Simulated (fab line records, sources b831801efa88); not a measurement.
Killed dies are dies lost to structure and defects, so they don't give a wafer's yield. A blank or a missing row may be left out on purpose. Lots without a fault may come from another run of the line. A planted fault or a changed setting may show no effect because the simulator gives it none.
Which tool did it? | flow sky130 | 7 lots, 21 wafers sampled, at 1 step of a route of 708

WHAT THE GAUGES READ, wafer by wafer
SKY_SD_N_OVL_MEAS_08.
lot  | measured     | on         | SD_N_OVL (nm)
L481 | day 29 03:11 | overlay-02 | 0.1 1.4 0.1
L483 | day 29 05:05 | overlay-02 | 2.4 1.0 0.7
L487 | day 30 09:41 | overlay-02 | 1.8 -0.4 -2.1
L490 | day 30 23:39 | overlay-01 | 0.6 3.1 2.0
L492 | day 31 23:18 | overlay-02 | 1.8 -0.2 2.3
L494 | day 32 10:32 | overlay-02 | -0.5 -0.4 0.8
L503 | day 36 07:29 | overlay-02 | -1.0 -0.4 0.0

WHICH TOOL RAN EACH LOT (tool, then ch and the chambers of the sampled wafers, then the start)
The record holds no process step before these readings.

THE ANSWER, worked out from the rows above alone
Rule: what is usual is taken from the lots themselves. Put in order of their means at a reading, lots are off if they are a third of the lots or fewer, leave a main group of 4 or more, and stand apart from it by a gap of 3 or more times the standard deviation of the main group's means; of several such gaps the widest counts. A main group whose means are all the same, to the digits that the tables above print for the reading, isn't used. A lot without any number at a reading at which 4 lots or more have one is off too. The other lots that the step has rows for count as sound.
No lot is off at any reading shown: from this, nothing can be told.

WHAT THE SIMULATOR HAD PUT IN
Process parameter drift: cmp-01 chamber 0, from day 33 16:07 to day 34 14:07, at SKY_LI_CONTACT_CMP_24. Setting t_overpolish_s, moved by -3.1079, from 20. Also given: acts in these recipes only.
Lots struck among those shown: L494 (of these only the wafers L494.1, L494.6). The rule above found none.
